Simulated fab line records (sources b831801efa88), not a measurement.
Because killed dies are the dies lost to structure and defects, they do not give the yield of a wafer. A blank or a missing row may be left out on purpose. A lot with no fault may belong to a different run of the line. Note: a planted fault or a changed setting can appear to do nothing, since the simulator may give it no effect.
fab line records	flow sky130
record lots=6	wafers=18	lastDay=51
route steps=708 shown METAL4@627 VIA4@639 PAD_OPEN@708
lots that met no fault: taken from a fault-free run of the same line
startH: hours from the record's first day to the start of the lot's first wafer shown	waitH: time in hours since the lot's previous step	" repeats the value in the row above	L1.1+2: a single row standing in for several wafers	- value missing, or start not given	* or withheld: withheld	< > ~ a bound
route shown NAME@n: names a module that has steps shown in the file, with the first one's number in the route	usual: mean/standard deviation taken from wafers without a fault	same: alike in all rows	chamber/n: place in a boat	sites: each site's reading	_std_site: their standard deviation	_edge_site: outer sites' mean less inner sites'	radiusMm: how far each site lies from the wafer's centre	mask NAME#n: copy n	behind: the most recent tool/chamber to have shaped the wafer	hold: cause of the lot's hold/its duration in hours/its outcome	device: whichever transistor did not switch (one of n, p or np)	end of line: the route-end tests of the same wafers	a step given without rows: its recipe and nothing more	killed: dies lost to structure and defects at the first sort, not the wafer's yield	map: shows each die of a wafer: x if killed, . if not, _ if none is there
set.NAME: the setting that was run; set.NAME@STEP: the one run at that earlier step	model.NAME: the simulator's own value behind a step, which no gauge read
certain route steps with their lots: each step a table, each wafer a row
services: the hour from which a tool's chamber was out of use, counted from the record's first day as startH (under 0 if before that day), plus the number of hours and why
## steps
# step SKY_METAL4_PEB_11
# recipe pebTempC=withheld	pebTimeS=withheld	resist=KrF-thick
# step SKY_METAL4_DEVELOP_12
# recipe developTimeS=60	resist=KrF-thick	devTempC=21
# step SKY_METAL4_CD_MEAS_13
# recipe targetCdNm=300
# usual cdNm=300.1/1.6
lot.wafer	tool	chamber	startH	waitH	cdNm
L555.1	cdSem-01	-	1007.77	-	298.8
L555.3	"	-	"	"	298.6
L555.4	"	-	"	"	298.1
L559.2	cdSem-02	-	1032.09	-	302.5
L559.3	"	-	"	"	302.9
L559.6	"	-	"	"	301.5
L569.2	cdSem-02	-	1095.78	-	300.8
L569.3	"	-	"	"	300.2
L569.6	"	-	"	"	300.0
L573.2	cdSem-01	-	1114.64	-	300.7
L573.4	"	-	"	"	303.3
L573.6	"	-	"	"	302.0
L576.1	cdSem-01	-	1133.87	-	301.8
L576.4	"	-	"	"	300.5
L576.5	"	-	"	"	301.1
L578.2	cdSem-02	-	1145.08	-	300.1
L578.4	"	-	"	"	299.1
L578.6	"	-	"	"	299.1
# step SKY_METAL4_OVL_MEAS_14
# usual METAL4_OVL=3/5.4
lot.wafer	tool	chamber	startH	waitH	METAL4_OVL[nm]
L555.1	overlay-02	-	1007.89	0.1	13
L555.3	"	-	"	"	5
L555.4	"	-	"	"	7
L559.2	overlay-01	-	1032.20	0.1	-6
L559.3	"	-	"	"	-5
L559.6	"	-	"	"	-2
L569.2	overlay-01	-	1095.88	0.1	2
L569.3	"	-	"	"	1
L569.6	"	-	"	"	8
L573.2	overlay-02	-	1114.75	0.1	-1
L573.4	"	-	"	"	-3
L573.6	"	-	"	"	3
L576.1	overlay-02	-	1133.99	0.1	8
L576.4	"	-	"	"	7
L576.5	"	-	"	"	-3
L578.2	overlay-01	-	1145.19	0.1	-5
L578.4	"	-	"	"	-5
L578.6	"	-	"	"	4
# step SKY_METAL4_DESCUM_15
# recipe chemistry=O2	sourcePowerW=150	biasPowerW=0	pressureMtorr=10	tempC=40	timeS=8
# usual drypumpMotorCurrentA=5.82/0.23	oesProductAu=1.003/0.0071
lot.wafer	tool	chamber	startH	waitH	drypumpMotorCurrentA	oesProductAu	rfHoursCounterH
L555.1	rieMetal-04	1	1007.93	0.0	5.56	0.995	7
L555.3	"	1	"	"	5.57	1.014	-
L555.4	"	0	"	"	5.73	0.991	-
L559.2	rieMetal-01	0	1032.23	0.0	5.76	0.999	18
L559.3	"	1	"	"	6.04	1.001	-
L559.6	"	1	"	"	6.05	0.994	-
L569.2	rieMetal-03	0	1095.91	0.0	6.22	1.018	14
L569.3	"	1	"	"	5.65	1.013	-
L569.6	"	1	"	"	5.65	1.011	-
L573.2	rieMetal-04	0	1114.78	0.0	5.74	1.013	21
L573.4	"	0	"	"	5.74	1.011	-
L573.6	"	0	"	"	5.76	1.004	-
L576.1	rieMetal-03	0	1134.03	0.0	6.21	1.009	17
L576.4	"	0	"	"	6.19	0.996	-
L576.5	"	1	"	"	5.63	1.013	-
L578.2	rieMetal-04	1	1145.22	0.0	5.55	0.995	16
L578.4	"	1	"	"	5.56	1.007	-
L578.6	"	1	"	"	5.57	1.007	-
# step SKY_METAL4_ETCH_16
# recipe chemistry=N2/H2	target=BARC	ionEnergyEv=200	biasW=100	pressureMtorr=30	n2FlowSccm=100	h2FlowSccm=200	icpW=500	stopOn=SiO2	timeS=88.2	targetDepthA=600
# usual drypumpMotorCurrentA=5.83/0.23	oesProductAu=0.626/0.0044	throttleValvePct=13.204/0.0094
lot.wafer	tool	chamber	startH	waitH	drypumpMotorCurrentA	oesProductAu	rfHoursCounterH	throttleValvePct
L555.1	rieMetal-04	1	1007.96	0.0	5.60	0.629	7	13.187
L555.3	"	1	"	"	5.59	0.624	-	13.227
L555.4	"	0	"	"	5.72	0.626	-	13.220
L559.2	rieMetal-01	0	1032.26	0.0	5.78	0.627	18	13.193
L559.3	"	1	"	"	6.06	0.624	-	13.205
L559.6	"	1	"	"	6.07	0.624	-	13.194
L569.2	rieMetal-03	0	1095.94	0.0	6.22	0.632	14	13.191
L569.3	"	1	"	"	5.62	0.626	-	13.200
L569.6	"	1	"	"	5.63	0.634	-	13.208
L573.2	rieMetal-04	0	1114.81	0.0	5.76	0.619	21	13.201
L573.4	"	0	"	"	5.74	0.635	-	13.194
L573.6	"	0	"	"	5.74	0.633	-	13.203
L576.1	rieMetal-03	0	1134.06	0.0	6.21	0.622	17	13.200
L576.4	"	0	"	"	6.20	0.629	-	13.191
L576.5	"	1	"	"	5.62	0.624	-	13.201
L578.2	rieMetal-04	1	1145.25	0.0	5.58	0.625	16	13.219
L578.4	"	1	"	"	5.58	0.627	-	13.212
L578.6	"	1	"	"	5.57	0.630	-	13.195
# step SKY_METAL4_ETCH_17
# recipe target=SiO2	stopOn=TiN	chemistry=C4F8/O2/Ar	sourceW=1500	biasW=1200	pressureMtorr=40	c4f8FlowSccm=withheld	O2_flow_sccm=6	Ar_flow_sccm=300	timeS=3.9	targetDepthA=150
# step SKY_METAL4_METAL_ETCH_18
# recipe targetDepthA=8450	stopOn=SiO2	overEtchFrac=0.3	timeS=183.1	chemistry=Cl2/BCl3	resistSidewallDeg=88	pressureMtorr=10	icpW=900	biasW=48.5	Cl2_flow_sccm=60	bcl3FlowSccm=30
# usual drypumpMotorCurrentA=5.85/0.24	mfcCl2Sccm=60.01/0.16	oesProductAu=0.866/0.0061	throttleValvePct=22.264/0.009
lot.wafer	tool	chamber	startH	waitH	drypumpMotorCurrentA	mfcCl2Sccm	oesProductAu	rfHoursCounterH	throttleValvePct
L555.1	rieMetal-03	1	1008.07	0.0	5.66	60.04	0.863	17	22.262
L555.3	"	1	"	"	5.63	59.88	0.859	-	22.251
L555.4	"	0	"	"	6.22	60.08	0.863	-	22.259
L559.2	rieMetal-03	1	1032.37	0.0	5.63	59.84	0.868	19	22.248
L559.3	"	1	"	"	5.64	59.83	0.868	-	22.270
L559.6	"	0	"	"	6.26	60.14	0.874	-	22.277
L569.2	rieMetal-04	1	1096.06	0.0	5.59	60.07	0.864	13	22.272
L569.3	"	1	"	"	5.58	59.68	0.854	-	22.262
L569.6	"	1	"	"	5.59	60.04	0.863	-	22.268
L573.2	rieMetal-01	0	1114.92	0.0	5.77	60.00	0.860	24	22.264
L573.4	"	0	"	"	5.78	60.09	0.859	-	22.254
L573.6	"	0	"	"	5.79	60.29	0.869	-	22.271
L576.1	rieMetal-04	1	1134.18	0.0	5.55	60.23	0.879	16	22.260
L576.4	"	1	"	"	5.55	60.11	0.863	-	22.257
L576.5	"	0	"	"	5.75	60.00	0.872	-	22.259
L578.2	rieMetal-03	0	1145.37	0.0	6.25	60.13	0.866	18	22.255
L578.4	"	0	"	"	6.21	60.16	0.868	-	22.265
L578.6	"	1	"	"	5.64	59.83	0.864	-	22.265
# step SKY_METAL4_STRIP_19
# recipe chemistry=O2/N2	powerW=1400	pressureMtorr=1500	platenTempC=withheld	o2FlowSccm=3000	n2FlowSccm=300	overashFraction=0.5
# usual drypumpMotorCurrentA=5.6/0.42	oesProductAu=0.501/0.0051	stripTimeToEndpointS=6.51/0.065
lot.wafer	tool	chamber	startH	waitH	drypumpMotorCurrentA	oesProductAu	rfHoursCounterH	stripTimeToEndpointS
L555.1	plasmaAsher-01	0	1008.25	0.1	6.0	0.499	26	6.47
L555.3	"	0	"	"	5.9	0.492	-	6.42
L555.4	"	1	"	"	5.1	0.497	-	6.49
L559.2	plasmaAsher-03	0	1032.55	0.1	5.5	0.497	63	6.46
L559.3	"	0	"	"	5.4	0.501	-	6.41
L559.6	"	0	"	"	5.5	0.503	-	6.49
L569.2	plasmaAsher-02	1	1096.24	0.1	6.1	0.500	99	6.61
L569.3	"	0	"	"	6.0	0.510	-	6.63
L569.6	"	0	"	"	6.0	0.502	-	6.65
L573.2	plasmaAsher-02	1	1115.10	0.1	6.1	0.505	100	6.54
L573.4	"	0	"	"	6.0	0.505	-	6.57
L573.6	"	0	"	"	6.0	0.504	-	6.57
L576.1	plasmaAsher-02	0	1134.35	0.1	5.9	0.503	102	6.60
L576.4	"	0	"	"	5.9	0.500	-	6.57
L576.5	"	1	"	"	6.1	0.500	-	6.53
L578.2	plasmaAsher-01	0	1145.55	0.1	6.0	0.497	39	6.52
L578.4	"	0	"	"	6.0	0.498	-	6.54
L578.6	"	1	"	"	5.2	0.498	-	6.44
# step SKY_METAL4_STRIP_20
# recipe chemistry=postEtchResidueRemover	timeS=1200	tempC=72.5
# step SKY_METAL4_CLEAN_21
# recipe chemistry=IPA	timeS=180	tempC=25
# step SKY_METAL4_CLEAN_22
# recipe chemistry=O3/DIW	dry=n2Spin
# step SKY_VIA4_HDPCVD_00
# recipe material=SiO2	targetThkNm=1750	sigmaOpenFrac=0.3	timeS=291.7	tempC=400	sih4FlowSccm=60	pressureMtorr=6
lot.wafer	tool	chamber	startH	waitH	model.SiO2_of_VIA4_HDPCVD_00.thkNm
L555.1	hdpcvd-02	2	1008.88	0.0	1763
L555.3	"	1	"	"	1740
L555.4	"	1	"	"	1738
L559.2	hdpcvd-01	0	1033.14	0.0	1758
L559.3	"	2	"	"	1749
L559.6	"	0	"	"	1741
L569.2	hdpcvd-01	1	1096.83	0.0	1741
L569.3	"	0	"	"	1729
L569.6	"	0	"	"	1747
L573.2	hdpcvd-01	1	1115.70	0.0	1144
L573.4	"	0	"	"	1143
L573.6	"	2	"	"	1145
L576.1	hdpcvd-01	2	1134.94	0.0	1763
L576.4	"	2	"	"	1143
L576.5	"	1	"	"	1766
L578.2	hdpcvd-02	0	1146.14	0.0	1750
L578.4	"	1	"	"	1748
L578.6	"	0	"	"	1755
# step SKY_VIA4_THK_MEAS_01
# recipe reads=SiO2_of_VIA4_HDPCVD_00
# usual VIA4_HDPCVD_THK=1744/16
lot.wafer	tool	chamber	startH	waitH	VIA4_HDPCVD_THK[nm]
L555.1	filmMetro-02	-	1009.06	0.1	1761
L555.3	"	-	"	"	1739
L555.4	"	-	"	"	1738
L559.2	filmMetro-02	-	1033.33	0.1	1757
L559.3	"	-	"	"	1750
L559.6	"	-	"	"	1740
L569.2	filmMetro-04	-	1097.02	0.1	1741
L569.3	"	-	"	"	1730
L569.6	"	-	"	"	1746
L573.2	filmMetro-04	-	1115.89	0.1	1144
L573.4	"	-	"	"	1143
L573.6	"	-	"	"	1145
L576.1	filmMetro-04	-	1135.12	0.1	1762
L576.4	"	-	"	"	1142
L576.5	"	-	"	"	1765
L578.2	filmMetro-03	-	1146.33	0.1	1750
L578.4	"	-	"	"	1748
L578.6	"	-	"	"	1756
# step SKY_VIA4_CMP_02
# recipe material=SiO2	downForcePsi=4	platenRpm=60	padVelocityMS=0.94248
# usual motorCurrentA=12.1/1.3
lot.wafer	tool	chamber	startH	waitH	motorCurrentA
L555.3	cmp-02	1	1009.12	0.0	13.9
L555.1	"	2	"	"	13.0
L555.4	"	0	"	"	10.2
L559.2	cmp-01	3	1033.38	0.0	11.4
L559.3	"	1	"	"	11.5
L559.6	"	0	"	"	10.7
L569.3	cmp-01	2	1097.44	0.4	13.4
L569.2	"	0	"	"	11.1
L569.6	"	1	"	"	11.3
L573.2	cmp-01	2	1116.04	0.1	13.5
L573.4	"	3	"	"	12.2
L573.6	"	0	"	"	10.9
L576.4	cmp-02	3	1135.47	0.3	12.9
L576.1	"	2	"	"	13.3
L576.5	"	3	"	"	13.6
L578.4	cmp-01	1	1146.43	0.1	11.0
L578.2	"	3	"	"	10.7
L578.6	"	2	"	"	13.9
# step SKY_PAD_OPEN_PROBE_99
# usual defectLimitedYield=82.3/1.8	killed_at_M0_to_M3=43/6.9	killed_at_M4_up=3.2/1.6	killedAtContacts=25/5.1	killedAtFrontEnd=16/4.5	killedAtOther=0.3/0.68	killedDies=87/8.9	killedOpen=48/6.9	killedShort=39/6.3
# same grossDies=492	killedAtBackSide=0
lot.wafer	tool	chamber	startH	waitH	defectLimitedYield[%]	killed_at_M0_to_M3	killed_at_M4_up	killedAtContacts	killedAtFrontEnd	killedAtOther	killedDies	killedOpen	killedShort	model.etest.tester.sortNPass	model.etest.tester.sortYieldPct	model.etest.tester.sort_bin_3_pct	model.etest.met5Comb.leakLog10AUm	model.etest.tester.sort_bin_8_pct
L555.1	prober-01	-	1105.48	0.1	81.9	49	3	25	11	1	89	55	34	403	81.91	0.6098	-12.01	0
L555.3	prober-01	-	1105.58	0.2	83.5	33	4	22	22	0	81	39	42	411	83.54	1.016	-11.99	0
L555.4	prober-01	-	1105.63	0.2	84.1	35	4	25	13	1	78	38	40	414	84.15	1.016	-12.01	0
L559.2	prober-01	-	1128.58	0.1	82.1	32	4	30	21	1	88	41	47	404	82.11	1.626	-12.04	0
L559.3	prober-01	-	1128.63	0.2	83.9	43	4	21	11	0	79	42	36	413	83.94	0.813	-11.84	0
L559.6	prober-01	-	1128.78	0.2	82.3	40	6	24	17	0	87	47	40	405	82.32	1.423	-12.03	0
L569.2	prober-02	-	1179.74	0.1	81.7	41	4	32	13	0	90	52	38	402	81.71	1.016	-11.99	0
L569.3	prober-02	-	1179.79	0.2	80.7	42	4	28	21	0	95	57	37	397	80.69	0.813	-11.86	0
L569.6	prober-02	-	1179.94	0.2	82.3	39	6	23	19	0	87	43	44	405	82.32	0.6098	-11.94	0
L573.2	prober-02	-	1196.02	0.1	84.6	38	5	23	10	0	76	43	33	230	46.75	38.62	-6.97	2.21e-06
L573.4	prober-02	-	1196.12	0.2	83.1	34	5	27	17	0	83	48	35	227	46.14	37.6	-7.056	5.914e-08
L573.6	prober-02	-	1196.22	0.2	81.3	50	4	25	13	0	92	53	39	214	43.5	38.62	-7.031	1.806e-08
L576.1	prober-01	-	1212.65	0.1	82.7	37	2	24	22	0	85	45	40	407	82.72	0.2033	-12.1	0
L576.4	prober-01	-	1212.80	0.2	84.6	37	0	21	18	0	76	43	32	207	42.07	43.49	-7.106	0.001296
L576.5	prober-01	-	1212.85	0.2	85.8	39	1	23	7	0	70	40	30	422	85.77	0.813	-11.9	0
L578.2	prober-01	-	1220.77	0.1	82.7	48	0	26	11	0	85	56	28	407	82.72	0.4065	-11.98	0
L578.4	prober-01	-	1220.87	0.2	82.1	46	2	26	14	0	88	42	45	404	82.11	0.813	-12.21	0
L578.6	prober-01	-	1220.97	0.2	81.3	46	2	24	20	0	92	54	38	400	81.3	0.2033	-12.15	0
# killed by level:class
L555.1 VIA1:geometricParticle:open=11 VIA3:geometricParticle:open=11 CONTACT:geometricParticle:open=9 LI_CONTACT:geometricParticle:open=7 VIA2:geometricParticle:short=7 LOCAL_INTERCONNECT:geometricParticle:short=6 FIELD_ISO:geometricParticle:open=5 VIA2:geometricParticle:open=5
L555.3 CONTACT:geometricParticle:open=9 VIA1:geometricParticle:open=7 LI_CONTACT:geometricParticle:open=6 FIELD_ISO:geometricParticle:short=5 POLY_GATE:geometricParticle:short=5 CONTACT:geometricParticle:short=5 METAL1:geometricParticle:short=5 POLY_CUT:geometricParticle:open=4
L555.4 CONTACT:geometricParticle:open=9 METAL1:geometricParticle:short=7 POLY_GATE:geometricParticle:short=6 LI_CONTACT:geometricParticle:open=5 LOCAL_INTERCONNECT:geometricParticle:short=5 VIA1:geometricParticle:open=5 CONTACT:geometricParticle:short=4 METAL2:geometricParticle:short=4
L559.2 CONTACT:geometricParticle:open=11 POLY_GATE:geometricParticle:short=8 LI_CONTACT:geometricParticle:open=8 CONTACT:geometricParticle:short=7 METAL2:geometricParticle:short=7 VIA1:geometricParticle:open=6 POLY_GATE:geometricParticle:open=5 VIA1:geometricParticle:short=5
L559.3 LI_CONTACT:geometricParticle:open=9 CONTACT:geometricParticle:open=9 VIA3:geometricParticle:open=8 METAL1:geometricParticle:short=7 METAL2:geometricParticle:short=6 VIA3:geometricParticle:short=6 VIA1:geometricParticle:short=4 VIA1:geometricParticle:open=4
L559.6 CONTACT:geometricParticle:open=14 VIA2:geometricParticle:open=12 VIA1:geometricParticle:open=7 FIELD_ISO:geometricParticle:open=6 METAL2:geometricParticle:short=6 VIA1:geometricParticle:short=4 FIELD_ISO:geometricParticle:short=4 LOCAL_INTERCONNECT:geometricParticle:short=4
L569.2 LI_CONTACT:geometricParticle:open=9 CONTACT:geometricParticle:short=9 VIA1:geometricParticle:open=9 CONTACT:geometricParticle:open=8 VIA2:geometricParticle:open=8 METAL3:geometricParticle:short=5 VIA3:geometricParticle:short=5 FIELD_ISO:geometricParticle:short=3
L569.3 VIA1:geometricParticle:open=11 CONTACT:geometricParticle:open=10 LI_CONTACT:geometricParticle:open=9 VIA2:geometricParticle:open=9 POLY_GATE:geometricParticle:open=7 VIA3:geometricParticle:open=5 FIELD_ISO:geometricParticle:open=4 CONTACT:geometricParticle:short=4
L569.6 VIA1:geometricParticle:open=11 METAL2:geometricParticle:short=8 CONTACT:geometricParticle:open=7 LI_CONTACT:geometricParticle:open=6 FIELD_ISO:geometricParticle:short=5 FIELD_ISO:geometricParticle:open=4 POLY_GATE:geometricParticle:short=4 LI_CONTACT:geometricParticle:short=4
L573.2 CONTACT:geometricParticle:open=10 VIA1:geometricParticle:open=7 VIA2:geometricParticle:open=7 METAL1:geometricParticle:short=6 VIA3:geometricParticle:open=6 POLY_GATE:geometricParticle:short=5 LI_CONTACT:geometricParticle:open=5 LOCAL_INTERCONNECT:geometricParticle:short=3
L573.4 CONTACT:geometricParticle:open=12 VIA1:geometricParticle:open=12 LI_CONTACT:geometricParticle:open=7 LOCAL_INTERCONNECT:geometricParticle:short=5 POLY_GATE:geometricParticle:short=4 SPACER:geometricParticle:short=4 METAL3:geometricParticle:short=4 VIA1:geometricParticle:short=3
L573.6 VIA1:geometricParticle:open=14 VIA2:geometricParticle:open=8 CONTACT:geometricParticle:open=7 CONTACT:geometricParticle:short=7 LI_CONTACT:geometricParticle:open=6 METAL3:geometricParticle:short=6 FIELD_ISO:geometricParticle:short=5 POLY_GATE:geometricParticle:open=5
L576.1 CONTACT:geometricParticle:open=11 FIELD_ISO:geometricParticle:short=9 LI_CONTACT:geometricParticle:open=6 VIA2:geometricParticle:open=6 VIA2:geometricParticle:short=6 VIA1:geometricParticle:open=5 VIA3:geometricParticle:open=5 FIELD_ISO:geometricParticle:open=4
L576.4 LI_CONTACT:geometricParticle:open=10 VIA1:geometricParticle:open=8 VIA1:geometricParticle:short=6 VIA2:geometricParticle:open=6 CONTACT:geometricParticle:open=5 METAL1:geometricParticle:short=5 VIA3:geometricParticle:open=4 SONOS_ONO:geometricParticle:open=4
L576.5 CONTACT:geometricParticle:open=9 VIA3:geometricParticle:open=9 VIA1:geometricParticle:open=7 METAL2:geometricParticle:short=5 FIELD_ISO:geometricParticle:short=4 CONTACT:geometricParticle:short=4 LI_CONTACT:geometricParticle:open=4 LI_CONTACT:geometricParticle:short=3
L578.2 LI_CONTACT:geometricParticle:open=12 VIA1:geometricParticle:open=12 VIA3:geometricParticle:open=9 VIA2:geometricParticle:open=7 CONTACT:geometricParticle:open=7 METAL2:geometricParticle:short=6 POLY_GATE:geometricParticle:short=4 VIA1:geometricParticle:short=4
L578.4 VIA3:geometricParticle:open=8 CONTACT:geometricParticle:open=8 VIA1:geometricParticle:short=8 VIA2:geometricParticle:open=7 VIA1:geometricParticle:open=7 CONTACT:geometricParticle:short=6 LI_CONTACT:geometricParticle:open=6 METAL2:geometricParticle:short=5
L578.6 VIA2:geometricParticle:open=9 CONTACT:geometricParticle:open=9 VIA1:geometricParticle:open=9 METAL2:geometricParticle:short=9 VIA3:geometricParticle:open=9 FIELD_ISO:geometricParticle:open=6 CONTACT:geometricParticle:short=6 LOCAL_INTERCONNECT:geometricParticle:short=5
## services
tool	chamber	startH	hours	kind
cmp-01	-	985.66	0.4	repair
rieMetal-04	0	985.94	1.2	repair
hdpcvd-01	0	1014.89	9.9	repair
hdpcvd-01	-	1034.14	5.5	pm
hdpcvd-02	-	1060.74	1.7	repair
hdpcvd-01	1	1082.72	8.8	repair
cmp-02	-	1084.28	4.0	pm
cmp-02	-	1088.28	-	consumableReplace:conditioner
cmp-02	-	1088.28	-	consumableReplace:pad
plasmaAsher-01	-	1090.32	3.4	repair
cmp-02	-	1092.97	15.6	repair
hdpcvd-01	-	1110.71	3.3	repair
cmp-01	-	1134.85	1.2	repair
cmp-01	-	1137.56	1.8	repair
cmp-02	-	1144.01	4.3	pm
## key
firstSign step=SKY_VIA4_THK_MEAS_01	reading=VIA4_HDPCVD_THK	direction=down	sigmas=37	usual=1744	struck=1143
effect none on later readings
modelEffect step=SKY_VIA4_HDPCVD_00	value=SiO2_of_VIA4_HDPCVD_00.thkNm	without=1766	struck=1144
modelEffect step=SKY_PAD_OPEN_PROBE_99	value=etest.tester.sortNPass	without=410.2	struck=219.5
metAt SKY_VIA4_HDPCVD_00
struckWafers L573.2,L573.4,L573.6,L576.4
onsetBetween 1096.83 1115.70
fault kind=processParameterDrift	tool=hdpcvd-01	chamber=-	onsetH=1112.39	steps=SKY_VIA4_HDPCVD_00	channel=targetThkNm	offset=-622.24	shape=step	endH=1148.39	scope=struckWafersOnly	actsIn=theseRecipesOnly	stated=1750
